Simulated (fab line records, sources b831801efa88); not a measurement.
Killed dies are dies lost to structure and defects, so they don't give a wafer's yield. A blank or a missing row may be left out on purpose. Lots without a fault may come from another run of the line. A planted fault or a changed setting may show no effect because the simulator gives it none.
One fault seen from 2 desks | flow sky130 | each desk has only its own numbers; what lay behind them comes last

THE METROLOGY DESK
What the gauges read, lot by lot, whatever tool the lot ran on: means of the sampled wafers that have a number. A lot is out of limits, marked OUT, if its mean lies more than 4 standard deviations from the usual mean; the brackets give that distance.
Columns: A = cd_nm at SKY_LOCAL_INTERCONNECT_CD_MEAS_11, usual 169.5 nm
lot  | first seen here | A
L464 | day 31 10:04    | 167.5
L465 | day 31 12:22    | 170.7
L467 | day 31 13:34    | 171.3
L466 | day 31 13:55    | 170.3
L468 | day 33 11:49    | 168.1
L471 | day 33 14:52    | 169.8
L474 | day 33 23:29    | 169.3
L473 | day 34 00:50    | 170.7
L476 | day 34 02:10    | 168.6
L481 | day 36 01:16    | 169.2
L483 | day 36 20:40    | 169.4
L486 | day 37 13:49    | 170.0
L487 | day 37 19:08    | 170.8
This desk's finding: nothing out of limits on any of the 13 lots.

THE TOOL OWNER'S DESK: implanter-02
The tool's own readings at SKY_LDD_LDN_IMPLANT_08: means of the sampled wafers that have a number, for each lot that ran on this tool. A lot is out of limits, marked OUT, if its mean lies more than 4 standard deviations from the usual mean; the brackets give that distance.
Columns: A = beam_energy_keV at SKY_LDD_LDN_IMPLANT_08, usual 15.000; B = rotation_deg at SKY_LDD_LDN_IMPLANT_08, usual 23.003 degrees
lot  | first seen here | A      | B
L464 | day 24 00:45    | 15.006 | 22.991
L466 | day 24 03:31    | 14.992 | 22.976
L468 | day 26 04:46    | 15.000 | 23.009
L471 | day 26 06:55    | 15.000 | 128.530 (+99 or more) OUT
L473 | day 26 19:25    | 15.000 | 128.523 (+99 or more) OUT
L476 | day 26 22:53    | 15.002 | 128.540 (+99 or more) OUT
L483 | day 29 20:41    | 14.999 | 22.986
L486 | day 30 17:49    | 15.000 | 23.003
L487 | day 30 22:41    | 14.998 | 23.012
This desk's finding: out of limits on L471, L473, L476; first on L471, day 26 06:55 (rotation_deg at SKY_LDD_LDN_IMPLANT_08). In limits: L464, L466, L468, L483, L486, L487.

PUT TOGETHER
The tool owner's desk could have raised an alarm at day 26 06:55, on L471, L473, L476.
The metrology desk saw nothing out of limits.
The metrology desk has L471, L473, L476 on record, within its limits.
Of the lots named, all ran SKY_LDD_LDN_IMPLANT_08 on implanter-02.

WHAT THE SIMULATOR HAD PUT IN
Process parameter drift: implanter-02, from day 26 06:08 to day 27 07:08, at SKY_LDD_LDN_IMPLANT_08. Setting rotation_deg, moved by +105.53, from 23. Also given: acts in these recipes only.
Lots struck among those shown: L471, L473, L476.
Hours from the fault's start to each desk's first reading out of limits: the tool owner's desk, 1.
